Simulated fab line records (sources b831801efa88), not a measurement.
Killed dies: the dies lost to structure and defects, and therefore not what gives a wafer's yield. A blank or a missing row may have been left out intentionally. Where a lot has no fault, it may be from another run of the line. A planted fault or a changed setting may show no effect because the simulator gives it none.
The same fault as seen by 2 desks ; flow sky130 ; each desk holds nothing but its own numbers, with what lay behind them at the end

== TOOL OWNER'S DESK, rtp-anneal-01 ==
At SKY_SD_N_RTA_14 (time 2 s), the tool's own readings, given per lot that ran on this tool as the mean of the sampled wafers with a number. Any lot whose mean is over 4 standard deviations away from the usual mean is out of limits and marked OUT; that distance is given in the brackets.
Columns: A = lamp-power-pct at SKY_SD_N_RTA_14, usual 15.74 %; B = wafer_temp_C_max at SKY_SD_N_RTA_14, usual 1078.0
lot;first seen here;A;B
L542;day 28 00:16;15.78;1078.8
L544;day 28 23:17;15.76;1077.4
L546;day 29 09:02;15.71;1077.8
L548;day 30 10:05;15.67;1078.6
L550;day 31 00:29;15.74;1077.7
L552;day 31 11:48;15.04 (-13) OUT;1052.2 (-20) OUT
L554;day 32 03:25;15.03 (-13) OUT;1052.3 (-20) OUT
L562;day 34 15:30;15.75;1079.4
L564;day 35 17:01;15.70;1078.0
This desk finds L552, L554 out of limits, L552 being first, at day 31 11:48 (lamp-power-pct at SKY_SD_N_RTA_14). In limits: L542, L544, L546, L548, L550, L562, L564.

== THE METROLOGY DESK ==
Means of the sampled wafers that have a number, per lot and without regard to the tool the lot ran on: this is what the gauges read. Any lot whose mean is over 4 standard deviations away from the usual mean is out of limits and marked OUT; that distance is given in the brackets.
Columns: A = LDD_N_TW at SKY_LDD_N_TW_MEAS_17, usual 2582; B = SD_N_RS at SKY_SD_N_RS_MEAS_16, usual 68.47 ohm/sq; C = SD_P_RS at SKY_SD_N_RS_MEAS_17, usual 147.0 ohm/sq; D = LOCAL_INTERCONNECT_OVL at SKY_LOCAL_INTERCONNECT_OVL_MEAS_12, usual 1 nm
lot;first seen here;A;B;C;D
L542;day 17 20:56;2584;68.52;146.7;3
L543;day 18 05:53;2615;68.31;146.9;0
L544;day 18 18:23;2537;68.59;147.3;4
L545;day 19 00:06;2586;68.48;147.0;3
L546;day 19 06:52;2542;68.44;147.0;-2
L548;day 20 10:11;2620;68.37;146.6;1
L550;day 21 01:27;2607;68.45;147.1;-6
L552;day 21 12:14;2554;72.50 (+40) OUT;170.6 (+72) OUT;-8
L554;day 22 07:50;2532;72.45 (+40) OUT;170.5 (+71) OUT;7
L557;day 23 17:55;2586;68.50;147.1;-1
L559;day 24 04:53;2614;68.50;147.0;8
L561;day 24 19:31;2616;68.50;147.2;4
L562;day 25 01:59;2605;68.40;146.8;-4
L564;day 26 07:46;2607;68.45;146.6;1
This desk's result: L552, L554 out of limits, first on L552 (SD_N_RS at SKY_SD_N_RS_MEAS_16), day 31 11:58. In limits: L542, L543, L544, L545, L546, L548, L550, L557, L559, L561, L562, L564.

== TAKEN TOGETHER ==
The tool owner's desk could have raised an alarm at day 31 11:48, on L552, L554.
L552, L554 would have let the metrology desk raise an alarm at day 31 11:58.
The lots listed all ran SKY_SD_N_RTA_14 on rtp-anneal-01.

== WHAT THE SIMULATOR HAD PUT IN ==
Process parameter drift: rtp-anneal-01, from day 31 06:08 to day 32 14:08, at SKY_SD_N_RTA_14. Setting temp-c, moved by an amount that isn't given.
Lots struck among those shown: L552, L554.
Delay (hours) between the fault's onset and each desk's first out-of-limits reading: 6 at the tool owner's desk, 6 at the metrology desk.
